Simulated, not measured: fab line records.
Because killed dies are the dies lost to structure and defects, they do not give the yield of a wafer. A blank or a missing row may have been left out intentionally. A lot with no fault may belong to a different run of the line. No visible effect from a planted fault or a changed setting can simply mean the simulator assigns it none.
fab line records	flow sky130	part 2 of 2: steps 44 to 44 of 44
record: lots: 6	wafers: 16	last-day: 50
route steps=708 shown METAL2@497 VIA2@507 METAL3@532 CAPM@537 PAD_OPEN@708
lots that met no fault: taken from a fault-free run of the same line
start-h: hours from the record's first day to the start of the lot's first wafer shown	wait-h: time in hours since the lot's previous step	" repeats the value in the row above	L1.1+2: a row that stands for several wafers	- no value, or no start given	* or withheld: withheld	< > ~ a bound
route shown NAME@n: a module of which the file shows steps, and the number in the route of the first	usual: mean/standard deviation of fault-free wafers	same: alike in all rows	chamber/n: place in a boat	sites: the reading at each site	_std_site: standard deviation across them	_edge_site: mean of outer sites minus mean of inner sites	radius-mm: for every site, how far away it sits from the centre of the wafer	mask NAME#n: copy n	behind: the most recent tool/chamber to have shaped the wafer	hold: reason for holding the lot/hours on hold/outcome of the hold	device: names the non-switching transistor (n, p or np)	end of line: tests run on the same wafers once the route is complete	a step with no rows: only its recipe	killed: dies lost to structure and defects at the first sort, not the wafer's yield	map: shows each die of a wafer: x if killed, . if not, _ if none is there
set.NAME: the run value of the setting; set.NAME@STEP: its run value at that earlier step	model.NAME: the simulator's own value behind a step, which no gauge read
a table for each step, a row for each wafer; lots at some steps of the route
services: the hour from which a tool's chamber was out of use, counted from the record's first day as start-h (under 0 if before that day), plus the number of hours and why
== steps ==
step: SKY_PAD_OPEN_PROBE_99
usual: defect-limited-yield: 82.3/1.8	killed_at_M0_to_M3: 44/6.9	killed_at_M4_up: 3.3/1.7	killed-at-contacts: 24/5.5	killed-at-front-end: 16/4.5	killed-at-other: 0.2/0.46	killed-dies: 87/9.1	killed-open: 48/7.3	killed-short: 39/6.2	sort_bin_3_pad_short: 0.9/0.4	sort_bin_5_function: 10.4/1.5	sort_bin_6_memory: 6.4/1.2	sort-n-pass: 405/9.1	sort-yield-pct: 82.3/1.8
same: gross-dies: 492	killed-at-back-side: 0	sort_bin_4_leakage[%]: 0	sort_bin_8_speed[%]: 0
lot.wafer	tool	chamber	start-h	wait-h	defect-limited-yield[%]	killed_at_M0_to_M3	killed_at_M4_up	killed-at-contacts	killed-at-front-end	killed-at-other	killed-dies	killed-open	killed-short	sort_bin_3_pad_short[%]	sort_bin_5_function[%]	sort_bin_6_memory[%]	sort-n-pass	sort-yield-pct[%]
L138.2	prober-02	-	1098.42	0.1	81.5	49	5	19	18	0	91	47	44	1.0	11.8	5.7	401	81.5
L138.3	prober-02	-	1098.47	0.2	80.5	49	8	30	9	0	96	56	40	1.6	11.0	6.9	396	80.5
L138.6	prober-02	-	1098.62	0.2	79.9	58	4	25	12	0	99	60	39	0.6	13.4	6.1	393	79.9
L143.4	prober-02	-	1142.27	0.2	80.7	53	5	23	12	2	95	59	35	0.6	10.0	8.7	397	80.7
L143.6	prober-02	-	1142.37	0.2	82.7	39	3	17	26	0	85	43	42	0.4	11.2	5.7	407	82.7
L146.2	prober-01	-	1145.69	0.1	82.9	40	3	21	20	0	84	56	28	0.8	8.1	8.1	408	82.9
L146.4	prober-01	-	1145.79	0.2	79.5	42	4	27	28	0	101	55	45	0.6	12.2	7.7	391	79.5
L154.1	prober-02	-	1179.41	0.1	80.9	46	4	29	14	1	94	53	41	1.2	10.8	7.1	398	80.9
L154.2	prober-02	-	1179.46	0.1	81.7	51	2	24	12	1	90	53	37	0.6	9.3	8.3	402	81.7
L154.5	prober-02	-	1179.61	0.2	83.9	53	4	15	6	1	79	49	30	1.0	9.6	5.5	413	83.9
L156.2	prober-02	-	1183.17	0.1	83.1	36	0	23	24	0	83	39	44	1.4	8.1	7.3	409	83.1
L156.3	prober-02	-	1183.22	0.2	83.1	30	4	32	17	0	83	43	40	1.4	9.8	5.7	409	83.1
L156.6	prober-02	-	1183.37	0.2	80.5	51	3	24	18	0	96	52	44	1.2	12.0	6.3	396	80.5
L160.3	prober-02	-	1200.12	0.2	83.1	48	3	25	7	0	83	43	40	0.4	9.3	7.1	409	83.1
L160.4	prober-02	-	1200.17	0.2	82.1	49	3	23	13	0	88	47	41	1.6	9.3	6.9	404	82.1
L160.5	prober-02	-	1200.22	0.2	84.3	46	3	15	13	0	77	38	39	1.0	9.8	4.9	415	84.3
killed by level:class
L138.2 VIA1:geometric-particle:open=11 METAL1:geometric-particle:short=9 FIELD_ISO:geometric-particle:open=7 FIELD_ISO:geometric-particle:short=7 CONTACT:geometric-particle:open=7 METAL2:geometric-particle:short=7 VIA2:geometric-particle:open=6 VIA3:geometric-particle:open=6
L138.3 VIA1:geometric-particle:open=21 CONTACT:geometric-particle:open=11 METAL4:geometric-particle:short=8 VIA2:geometric-particle:open=7 LI_CONTACT:geometric-particle:open=5 CONTACT:geometric-particle:short=5 VIA1:geometric-particle:short=5 METAL2:geometric-particle:short=5
L138.6 VIA1:geometric-particle:open=19 LI_CONTACT:geometric-particle:open=9 VIA2:geometric-particle:open=8 CONTACT:geometric-particle:open=7 VIA3:geometric-particle:open=6 VIA1:geometric-particle:short=5 METAL1:geometric-particle:short=5 METAL2:geometric-particle:short=5
L143.4 VIA1:geometric-particle:open=15 CONTACT:geometric-particle:open=12 VIA3:geometric-particle:open=9 VIA1:geometric-particle:short=6 LI_CONTACT:geometric-particle:open=5 METAL1:geometric-particle:short=5 METAL2:geometric-particle:short=5 VIA2:geometric-particle:open=4
L143.6 VIA2:geometric-particle:open=8 POLY_GATE:geometric-particle:short=7 LI_CONTACT:geometric-particle:open=7 METAL2:geometric-particle:short=7 VIA1:geometric-particle:open=7 FIELD_ISO:geometric-particle:short=6 FIELD_ISO:geometric-particle:open=5 CONTACT:geometric-particle:open=5
L146.2 VIA1:geometric-particle:open=13 VIA2:geometric-particle:open=11 LI_CONTACT:geometric-particle:open=8 FIELD_ISO:geometric-particle:open=7 CONTACT:geometric-particle:short=7 METAL2:geometric-particle:short=6 CONTACT:geometric-particle:open=5 FIELD_ISO:geometric-particle:short=4
L146.4 VIA2:geometric-particle:open=9 LI_CONTACT:geometric-particle:open=8 CONTACT:geometric-particle:open=8 VIA1:geometric-particle:open=8 FIELD_ISO:geometric-particle:open=7 POLY_GATE:geometric-particle:open=5 POLY_GATE:geometric-particle:short=4 METAL1:geometric-particle:short=4
L154.1 VIA1:geometric-particle:open=11 CONTACT:geometric-particle:open=9 LI_CONTACT:geometric-particle:open=8 VIA2:geometric-particle:open=8 METAL1:geometric-particle:short=7 CONTACT:geometric-particle:short=6 VIA3:geometric-particle:open=6 POLY_GATE:geometric-particle:open=5
L154.2 VIA2:geometric-particle:open=12 CONTACT:geometric-particle:open=11 METAL1:geometric-particle:short=8 VIA3:geometric-particle:open=8 VIA1:geometric-particle:open=7 FIELD_ISO:geometric-particle:short=4 LOCAL_INTERCONNECT:geometric-particle:short=4 VIA1:geometric-particle:short=4
L154.5 VIA3:geometric-particle:open=13 VIA1:geometric-particle:open=12 CONTACT:geometric-particle:open=9 METAL2:geometric-particle:short=6 VIA1:geometric-particle:short=5 VIA2:geometric-particle:open=5 METAL1:geometric-particle:short=3 VIA2:geometric-particle:short=3
L156.2 LI_CONTACT:geometric-particle:open=8 POLY_GATE:geometric-particle:short=7 CONTACT:geometric-particle:open=7 FIELD_ISO:geometric-particle:short=6 VIA1:geometric-particle:open=6 VIA3:geometric-particle:open=6 METAL2:geometric-particle:short=5 LOCAL_INTERCONNECT:geometric-particle:short=4
L156.3 CONTACT:geometric-particle:open=10 CONTACT:geometric-particle:short=8 METAL1:geometric-particle:short=7 LOCAL_INTERCONNECT:geometric-particle:short=7 VIA1:geometric-particle:open=7 POLY_GATE:geometric-particle:open=6 LI_CONTACT:geometric-particle:open=4 VIA3:geometric-particle:open=4
L156.6 VIA1:geometric-particle:open=13 VIA2:geometric-particle:open=8 CONTACT:geometric-particle:open=7 POLY_GATE:geometric-particle:short=6 METAL1:geometric-particle:short=6 LI_CONTACT:geometric-particle:open=6 LOCAL_INTERCONNECT:geometric-particle:short=6 FIELD_ISO:geometric-particle:short=5
L160.3 VIA1:geometric-particle:open=12 VIA2:geometric-particle:open=8 VIA3:geometric-particle:open=7 LOCAL_INTERCONNECT:geometric-particle:short=7 CONTACT:geometric-particle:short=6 LI_CONTACT:geometric-particle:open=5 METAL3:geometric-particle:short=5 VIA1:geometric-particle:short=4
L160.4 METAL1:geometric-particle:short=8 VIA1:geometric-particle:open=8 CONTACT:geometric-particle:open=7 VIA2:geometric-particle:open=7 VIA3:geometric-particle:open=7 LOCAL_INTERCONNECT:geometric-particle:short=6 VIA1:geometric-particle:short=5 POLY_GATE:geometric-particle:open=4
L160.5 VIA1:geometric-particle:open=10 VIA3:geometric-particle:open=8 CONTACT:geometric-particle:open=7 VIA3:geometric-particle:short=7 VIA1:geometric-particle:short=6 POLY_GATE:geometric-particle:short=5 METAL2:geometric-particle:short=3 METAL4:geometric-particle:short=3
== services ==
tool	chamber	start-h	hours	kind
rie-metal-02	-	826.27	0.3	repair
rie-diel-02	2	827.57	9.4	repair
cmp-02	-	829.58	0.8	repair
cmp-01	-	837.63	7.8	pm
cmp-01	-	874.58	1.3	repair
rie-metal-02	0	899.43	2.2	repair
cmp-01	-	912.00	4.0	pm
pvd-sputter-02	-	924.80	1.3	repair
cmp-02	-	927.84	27.9	repair
rie-metal-04	-	928.42	2.8	pm
rie-diel-04	3	946.87	6.0	repair
rie-diel-02	3	947.82	7.6	repair
rie-diel-04	0	951.33	2.6	repair
rie-metal-02	-	959.38	1.4	pm
rie-diel-02	-	969.47	0.9	repair
cmp-02	-	976.24	0.5	repair
cmp-02	-	981.77	1.3	repair
rie-diel-02	1	988.83	3.3	repair
cmp-02	-	991.71	1.6	repair
cmp-02	-	1010.55	8.2	repair
cmp-01	-	1025.01	7.0	pm
rie-metal-04	1	1034.79	9.1	repair
cmp-01	-	1044.48	0.9	repair
rie-metal-02	0	1050.36	7.2	repair
